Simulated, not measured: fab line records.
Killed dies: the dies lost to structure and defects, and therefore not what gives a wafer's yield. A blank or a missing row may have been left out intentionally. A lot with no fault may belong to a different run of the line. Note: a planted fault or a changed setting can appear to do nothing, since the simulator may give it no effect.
Check for tools in common	flow sky130	Lots sampled 10, wafers sampled 30

== REASON IT WAS OPENED ==
Of 10 lots, 2 have the reading SD_P_TW flagged at SKY_SD_P_TW_MEAS_11. Fault-free wafers read 2846, with a standard deviation of 34.
Rule: a lot gets a flag if all its wafers with a number sit over 4 standard deviations from that mean, or if no wafer of it has a number. All remaining lots are regarded as sound.

lot	measured	on	SD_P_TW, wafer by wafer	flag
L252	day 26 12:31	film-metro-01	2796 2801 2794	
L255	day 27 09:05	film-metro-04	2873 2860 2858	
L259	day 29 10:35	film-metro-04	2869 2877 2869	
L260	day 29 12:38	film-metro-04	2884 2871 2878	
L261	day 29 18:14	film-metro-04	2851 2866 2859	
L266	day 31 03:11	film-metro-03	2839 2837 2832	
L267	day 31 16:43	film-metro-01	3002 3022 3011	FLAGGED
L269	day 32 07:59	film-metro-01	3025 3029 3013	FLAGGED
L270	day 32 08:02	film-metro-04	2888 2898 2882	
L272	day 33 16:58	film-metro-04	2880 2892 2872	
The numbers of the flagged lots are 3017 on average: +171 against the usual, or +5 standard deviations.

== WHICH TOOL EACH LOT WENT THROUGH ==
4 process steps preceding the reading are held in the record, out of 708 steps in the route. Read each cell as the tool, then ch plus the chambers that the sampled wafers visited, then the start.
lot	flag	SKY_POLY_GATE_ETCH_15	SKY_SPACER_ETCHBACK_02	SKY_SD_P_IMPLANT_09	SKY_SD_P_STRIP_10
L252		rie-diel-03 ch 0,1,2, day 17 06:38	rie-diel-03 ch 0,1,3, day 24 00:37	implanter-01 ch 0, day 26 12:16	plasma-asher-04 ch 0,1, day 26 12:25
L255		rie-diel-01 ch 0,2, day 18 05:44	rie-diel-03 ch 1,2,3, day 24 21:14	implanter-04 ch 0, day 27 08:51	plasma-asher-01 ch 1, day 27 08:59
L259		rie-diel-01 ch 1,2,3, day 20 12:11	rie-diel-04 ch 0,1, day 27 01:41	implanter-04 ch 0, day 29 10:20	plasma-asher-01 ch 1, day 29 10:29
L260		rie-diel-02 ch 0,2,3, day 20 13:20	rie-diel-03 ch 1,2,3, day 27 02:53	implanter-03 ch 0, day 29 12:23	plasma-asher-01 ch 0,1, day 29 12:32
L261		rie-diel-02 ch 1,3, day 20 18:44	rie-diel-03 ch 0,1, day 27 07:49	implanter-01 ch 0, day 29 18:01	plasma-asher-01 ch 0,1, day 29 18:08
L266		rie-diel-02 ch 0,2,3, day 22 08:05	rie-diel-01 ch 1,2,3, day 28 18:53	implanter-03 ch 0, day 31 02:56	plasma-asher-03 ch 0,1, day 31 03:05
L267	FLAGGED	rie-diel-02 ch 0,2,3, day 22 22:19	rie-diel-01 ch 0,2, day 29 07:56	implanter-01 ch 0, day 31 16:28	plasma-asher-01 ch 0, day 31 16:37
L269	FLAGGED	rie-diel-03 ch 0,1,2, day 23 10:08	rie-diel-01 ch 0,1,2, day 29 23:28	implanter-01 ch 0, day 32 07:44	plasma-asher-01 ch 0,1, day 32 07:53
L270		rie-diel-01 ch 1,2,3, day 23 14:06	rie-diel-03 ch 0,2,3, day 29 23:29	implanter-04 ch 0, day 32 07:50	plasma-asher-04 ch 0,1, day 32 07:57
L272		rie-diel-03 ch 0,3, day 25 03:50	rie-diel-03 ch 0,2,3, day 31 10:55	implanter-04 ch 0, day 33 16:45	plasma-asher-03 ch 0,1, day 33 16:52
What the steps here do:
- SKY_POLY_GATE_ETCH_15: etches BARC in N2/H2, stops on SiO2, time 118.5 s, target depth 110 nm.
- SKY_SPACER_ETCHBACK_02: etches Si3N4 in CH3F/O2, stops on SiO2, time 46.7 s, target depth 45 nm.
- SKY_SD_P_IMPLANT_09
- SKY_SD_P_STRIP_10: strips in O2/N2.
- SKY_SD_P_TW_MEAS_11

== FLAGGED AGAINST TOTAL, ONE TOOL AT A TIME (gauges that did the reading follow at the end) ==
step	tool	lots run	flagged	share of the flagged lots	sound lots run after its first flagged lot
SKY_POLY_GATE_ETCH_15	rie-diel-01	3	0	none	-
SKY_POLY_GATE_ETCH_15	rie-diel-02	4	1	some	0
SKY_POLY_GATE_ETCH_15	rie-diel-03	3	1	some	1 (L272)
SKY_SPACER_ETCHBACK_02	rie-diel-01	3	2	all	0
SKY_SPACER_ETCHBACK_02	rie-diel-03	6	0	none	-
SKY_SPACER_ETCHBACK_02	rie-diel-04	1	0	none	-
SKY_SD_P_IMPLANT_09	implanter-01	4	2	all	0
SKY_SD_P_IMPLANT_09	implanter-03	2	0	none	-
SKY_SD_P_IMPLANT_09	implanter-04	4	0	none	-
SKY_SD_P_STRIP_10	plasma-asher-01	6	2	all	0
SKY_SD_P_STRIP_10	plasma-asher-03	2	0	none	-
SKY_SD_P_STRIP_10	plasma-asher-04	2	0	none	-
SKY_SD_P_TW_MEAS_11	film-metro-01	3	2	all	0
SKY_SD_P_TW_MEAS_11	film-metro-03	1	0	none	-
SKY_SD_P_TW_MEAS_11	film-metro-04	6	0	none	-

== THE TABLE: WHAT IT ALLOWS ==
4 rows of the table ran every flagged lot: rie-diel-01 at SKY_SPACER_ETCHBACK_02, implanter-01 at SKY_SD_P_IMPLANT_09, plasma-asher-01 at SKY_SD_P_STRIP_10, film-metro-01 at SKY_SD_P_TW_MEAS_11.
- rie-diel-01 at SKY_SPACER_ETCHBACK_02: 2 of its 3 lots flagged. It ran its last sound lot, L266, at day 28 18:53 and its first flagged lot, L267, at day 29 07:56: a fault with its onset between the two fits.
- implanter-01 at SKY_SD_P_IMPLANT_09: 2 of its 4 lots flagged. It ran its last sound lot, L261, at day 29 18:01 and its first flagged lot, L267, at day 31 16:28: a fault with its onset between the two fits. Its own readings (beam-energy-keV) fall more than 4 standard deviations out on all wafers of the flagged lots.
- plasma-asher-01 at SKY_SD_P_STRIP_10: 2 of its 6 lots flagged. It ran its last sound lot, L261, at day 29 18:08 and its first flagged lot, L267, at day 31 16:37: a fault with its onset between the two fits. Its own readings (strip-time-to-endpoint-s) fall more than 4 standard deviations out on all wafers of the flagged lots.
- film-metro-01 at SKY_SD_P_TW_MEAS_11: 2 of its 3 lots flagged. It ran its last sound lot, L252, at day 26 12:31 and its first flagged lot, L267, at day 31 16:43: a fault with its onset between the two fits.
These 4 tools cannot be told apart by counting lots, since each of them fits a fault that started at some hour. More lots, or a look at what each step does to the wafer, might.

== WHAT THE SIMULATOR HAD PUT IN ==
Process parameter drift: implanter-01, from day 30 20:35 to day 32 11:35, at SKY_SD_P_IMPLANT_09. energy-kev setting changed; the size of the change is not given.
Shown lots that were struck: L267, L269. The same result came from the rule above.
